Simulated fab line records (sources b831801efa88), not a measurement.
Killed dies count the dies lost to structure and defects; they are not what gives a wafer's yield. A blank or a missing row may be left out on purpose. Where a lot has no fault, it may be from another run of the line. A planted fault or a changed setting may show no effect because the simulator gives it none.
Struck lot and sound lot, side by side + flow gf180mcu + 17 out of 602 route steps
Sound: the wafers L986.1, L986.5, L986.6. The struck wafers were L993.2, L993.3, L993.5. The cause is named last.
Each step with rows lists, per side, the tool, then ch with its chambers, then its first start. Under that, the readings that differ: sound wafers + struck wafers + difference of the means + sigmas: that difference in standard deviations of wafers without a fault.
alike: readings with means less than 2 such deviations apart, plus words and numbers identical on both sides. not compared: withheld readings, readings lacking a value on some wafer, bounds such as >300 that could conceal the same value, and numbers that have no deviation in the record and whose values overlap.
The two part at a step that has a row with sigmas, a row that says differs or no value, or rows on one side only. Non-overlapping numbers with no deviation appear without sigmas and do not part them. A reading that every wafer of one side lacks parts them only if that side has two wafers or more.

first, 1 step without rows for these wafers: GF_STI_OXIDATION_01 (stabilise 600 s, purge 300 s, target thk 10 nm).
GF_STI_THK_MEAS_02:
  sound on film_metro-04, day 2 17:31; struck on film_metro-01, day 4 04:31
  alike: STI_OXIDATION_THK
then, 1 step without rows for these wafers: GF_STI_CVD_03 (deposits Si3N4 from DCS/NH3, target thk 207.16 nm, time 3551 s).
GF_STI_THK_MEAS_04:
  sound on film_metro-03, day 2 19:34; struck on film_metro-03, day 4 06:34
| reading             | sound             | struck            | difference | sigmas |
|---------------------|-------------------|-------------------|------------|--------|
| STI_CVD_03_THK (nm) | 211.6 212.0 213.6 | 204.4 203.9 202.8 | -8.7       | -4     |
then, 7 steps without rows for these wafers: GF_STI_DEHYDRATE_05 (time 60 s); GF_STI_HMDS_06 (prime time 60 s); GF_STI_COAT_07 (resist thk 700 nm); GF_STI_SOFTBAKE_08 (time 60 s); GF_STI_EXPOSE_09 (exposes mask COMP, target cd 220 nm); GF_STI_PEB_10 (peb time 90 s); GF_STI_DEVELOP_11 (develop time 60 s).
GF_STI_CD_MEAS_12: target cd 220 nm.
  sound on cd_sem-01, day 3 08:25; struck on cd_sem-01, day 4 20:11
| reading    | sound             | struck            | difference | sigmas |
|------------|-------------------|-------------------|------------|--------|
| cd_nm (nm) | 220.7 219.6 221.2 | 217.1 218.8 218.0 | -2.5       | -2     |
GF_STI_ETCH_13: etches the open film in CHF3/O2, stops on Si, target depth 282.31 nm, time 112.9 s.
  sound on rie_diel-04 ch 0,1,2, day 3 08:32; struck on rie_diel-03 ch 0,3, day 4 20:17
| reading                              | sound             | struck            | difference | sigmas |
|--------------------------------------|-------------------|-------------------|------------|--------|
| oes_product_au (a.u.)                | 0.849 0.837 0.846 | 0.903 0.896 0.893 | +0.053     | +9     |
| run_length_s (s)                     | 140.9 141.5 141.4 | 132.0 132.3 132.4 | -9.0       | -18    |
| throttle_valve_pct (%)               | 8.809 8.804 8.800 | 8.853 8.819 8.828 | +0.029     | +3     |
| model.KrF_of_STI_COAT_07.thk_nm (nm) | 445.2 443.9 447.5 | 463 461.8 458.8   | +16        |        |
  alike: drypump_motor_current_A
  not compared: rf_hours_counter_h
GF_STI_ETCH_14: etches Si in HBr/Cl2/O2, target depth 360 nm, time 102.9 s.
  sound on rie_si-02 ch 0,1,3, day 3 08:37; struck on rie_si-02 ch 0,2, day 4 20:22
| reading                              | sound             | struck          | difference | sigmas |
|--------------------------------------|-------------------|-----------------|------------|--------|
| model.KrF_of_STI_COAT_07.thk_nm (nm) | 325.5 326.4 327.5 | 345 342.1 340.7 | +16        |        |
  alike: drypump_motor_current_A, oes_product_au, run_length_s, throttle_valve_pct
  not compared: rf_hours_counter_h
GF_STI_STRIP_15: strips in O2/N2.
  sound on plasma_asher-03 ch 0,1, day 3 08:41; struck on plasma_asher-03 ch 1, day 4 20:26
| reading                      | sound          | struck         | difference | sigmas |
|------------------------------|----------------|----------------|------------|--------|
| strip_time_to_endpoint_s (s) | 3.80 3.78 3.81 | 4.00 3.98 3.95 | +0.18      | +4     |
  alike: drypump_motor_current_A, heater_power_w, oes_product_au
  not compared: rf_hours_counter_h
then, 2 steps without rows for these wafers: GF_STI_CLEAN_16 (cleans in dHF, time 25 s); GF_PASSIVATION_PROBE_99.

## WHERE THEY PART
Earliest at GF_STI_THK_MEAS_04; latest, in this record, at GF_STI_STRIP_15.

WHY: whatever the simulator had introduced
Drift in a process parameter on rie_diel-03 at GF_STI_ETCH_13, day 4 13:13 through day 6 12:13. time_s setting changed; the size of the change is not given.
